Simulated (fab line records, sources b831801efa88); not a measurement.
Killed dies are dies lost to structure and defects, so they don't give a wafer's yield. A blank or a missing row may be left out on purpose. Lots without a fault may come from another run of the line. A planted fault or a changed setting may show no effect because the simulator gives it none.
Which tool did it? | flow gf180mcu | 14 lots, 42 wafers sampled, at 2 steps of a route of 602

WHAT THE GAUGES READ, wafer by wafer
GF_TOP_METAL_OVL_MEAS_15.
lot  | measured     | on         | TOP_METAL_OVL (nm)
L622 | day 28 08:28 | overlay-02 | -0.5 -0.9 -1.9
L623 | day 28 08:53 | overlay-01 | -0.2 1.0 -1.5
L624 | day 28 16:47 | overlay-01 | 0.2 -0.4 1.2
L625 | day 29 00:24 | overlay-01 | 2.9 2.9 1.0
L629 | day 30 10:32 | overlay-01 | -0.4 -0.9 1.5
L633 | day 31 15:34 | overlay-01 | 0.3 1.9 -0.5
L634 | day 31 21:21 | overlay-01 | -2.6 -2.0 -1.8
L635 | day 32 05:08 | overlay-02 | 0.4 2.2 -0.4
L636 | day 32 06:42 | overlay-01 | -2.2 -0.5 -1.6
L638 | day 33 02:45 | overlay-02 | 0.0 0.5 0.2
L639 | day 33 07:22 | overlay-01 | 2.8 1.4 1.2
L640 | day 33 11:36 | overlay-01 | 1.7 -0.9 0.9
L642 | day 33 15:12 | overlay-01 | -0.5 -0.6 -1.8
L645 | day 34 09:20 | overlay-02 | -1.2 -2.5 -2.7

WHICH TOOL RAN EACH LOT (tool, then ch and the chambers of the sampled wafers, then the start)
lot  | GF_CONTACT_SPUTTER_23
L622 | pvd_sputter-04, day 16 04:31
L623 | pvd_sputter-02, day 16 08:17
L624 | pvd_sputter-01, day 16 19:07
L625 | pvd_sputter-04, day 17 04:22
L629 | pvd_sputter-04, day 18 20:23
L633 | pvd_sputter-04, day 20 12:16
L634 | pvd_sputter-04, day 20 18:23
L635 | pvd_sputter-02, day 21 09:24
L636 | pvd_sputter-02, day 21 10:47
L638 | pvd_sputter-02, day 22 11:59
L639 | pvd_sputter-02, day 22 17:23
L640 | pvd_sputter-02, day 22 22:29
L642 | pvd_sputter-02, day 23 07:19
L645 | pvd_sputter-02, day 24 10:21
- GF_CONTACT_SPUTTER_23: material TiN, target thk 10 nm, time 40 s.

WHAT THE TOOLS THEMSELVES READ (means of the sampled wafers that have a number; where no wafer has one, the mark that the record gives instead)
GF_CONTACT_SPUTTER_23.
lot  | tool           | throttle_valve_pct (%)
L622 | pvd_sputter-04 | 30.9
L623 | pvd_sputter-02 | 29.8
L624 | pvd_sputter-01 | 30.7
L625 | pvd_sputter-04 | 30.8
L629 | pvd_sputter-04 | 30.7
L633 | pvd_sputter-04 | 30.8
L634 | pvd_sputter-04 | 31.0
L635 | pvd_sputter-02 | 30.0
L636 | pvd_sputter-02 | 29.6
L638 | pvd_sputter-02 | 29.9
L639 | pvd_sputter-02 | 30.7
L640 | pvd_sputter-02 | 29.8
L642 | pvd_sputter-02 | 30.0
L645 | pvd_sputter-02 | 30.0

THE ANSWER, worked out from the rows above alone
Rule: what is usual is taken from the lots themselves. Put in order of their means at a reading, lots are off if they are a third of the lots or fewer, leave a main group of 4 or more, and stand apart from it by a gap of 3 or more times the standard deviation of the main group's means; of several such gaps the widest counts. A main group whose means are all the same, to the digits that the tables above print for the reading, isn't used. A lot without any number at a reading at which 4 lots or more have one is off too. The other lots that the step has rows for count as sound. The gauges are gone through in route order, then the tools' own readings, and for those a lot's mean is taken as printed above. The first step at which some lot is off is used, and at that step the reading that is off furthest; a lot without a number counts as furthest.
No lot is off at any reading shown: from this, nothing can be told.

WHAT THE SIMULATOR HAD PUT IN
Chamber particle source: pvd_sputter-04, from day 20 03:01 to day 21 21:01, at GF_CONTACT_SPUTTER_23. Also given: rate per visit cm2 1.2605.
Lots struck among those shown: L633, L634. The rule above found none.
